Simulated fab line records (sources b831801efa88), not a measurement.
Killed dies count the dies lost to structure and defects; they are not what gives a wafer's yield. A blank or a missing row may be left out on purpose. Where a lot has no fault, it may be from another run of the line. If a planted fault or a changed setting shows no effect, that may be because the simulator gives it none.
What tool caused it? ; flow sfq_line ; 21 wafers from 7 lots sampled at 4 of the route's 325 steps

WHAT THE GAUGES SHOWED, per wafer
SFQ_C5_OVL_MEAS_937.
lot;measured;on;C5_OVL (nm)
L170;day 66 17:09;overlay-02;-1 -3 -1
L173;day 72 11:56;overlay-01;0 1 -3
L175;day 72 20:20;overlay-02;1 -1 2
L177;day 73 11:56;overlay-02;-4 -1 -1
L179;day 75 00:04;overlay-02;-3 -8 -8
L184;day 76 09:40;overlay-02;6 4 2
L192;day 78 08:46;overlay-01;-2 -2 -1

WHICH TOOL RAN EACH LOT (tool, then ch and the chambers of the sampled wafers, then the start)
lot;SFQ_TRILAYER_I4_CMP_CMP_100;SFQ_TRILAYER_I4_VIA_BARC_OPEN_VIA_ETCH_146;SFQ_TRILAYER_R5_DEP_SPUTTER_132
L170;cmp-01 ch 0,1,2, day 39 00:52;rie_diel-01 ch 0,1,2, day 42 04:47;pvd_sputter-03, day 54 21:47
L173;cmp-02 ch 0,2,3, day 40 14:50;rie_diel-03 ch 1,2,3, day 42 08:23;pvd_sputter-06, day 55 01:30
L175;cmp-01 ch 1,2, day 43 00:34;rie_diel-02 ch 0,1,2, day 43 06:48;pvd_sputter-06, day 55 21:22
L177;cmp-01 ch 1,2, day 44 07:04;rie_diel-02 ch 0,1,3, day 44 13:22;pvd_sputter-03, day 56 22:53
L179;cmp-01 ch 0,2,3, day 46 09:52;rie_diel-02 ch 0,2,3, day 46 16:09;pvd_sputter-06, day 59 00:40
L184;cmp-02 ch 0,1,2, day 47 14:41;rie_diel-02 ch 0,2,3, day 53 16:10;pvd_sputter-05, day 60 06:41
L192;cmp-02 ch 1,3, day 49 21:14;rie_diel-01 ch 0,2,3, day 56 05:34;pvd_sputter-06, day 62 08:35
- SFQ_TRILAYER_I4_CMP_CMP_100: polishes SiO2.
- SFQ_TRILAYER_I4_VIA_BARC_OPEN_VIA_ETCH_146: etches BARC in O2, target depth 125 nm, time 41.7 s.
- SFQ_TRILAYER_R5_DEP_SPUTTER_132: material Ti, target thk 5 nm, time 5 s.

THE ANSWER, worked out from the rows above alone
Rule: the usual values come from the lots themselves. Put in order of their means at a reading, lots are off if they are a third of the lots or fewer, leave a main group of 4 or more, and stand apart from it by a gap of 3 or more times the standard deviation of the main group's means; of several such gaps the widest counts. If all means in a main group match to the digits the tables above print for the reading, that group is not used. A lot without any number at a reading at which 4 lots or more have one is off too. Where the step has rows for the other lots, those lots are counted as sound.
Across all readings shown, no lot is off: no conclusion can be drawn from this.

WHAT THE SIMULATOR HAD INSERTED
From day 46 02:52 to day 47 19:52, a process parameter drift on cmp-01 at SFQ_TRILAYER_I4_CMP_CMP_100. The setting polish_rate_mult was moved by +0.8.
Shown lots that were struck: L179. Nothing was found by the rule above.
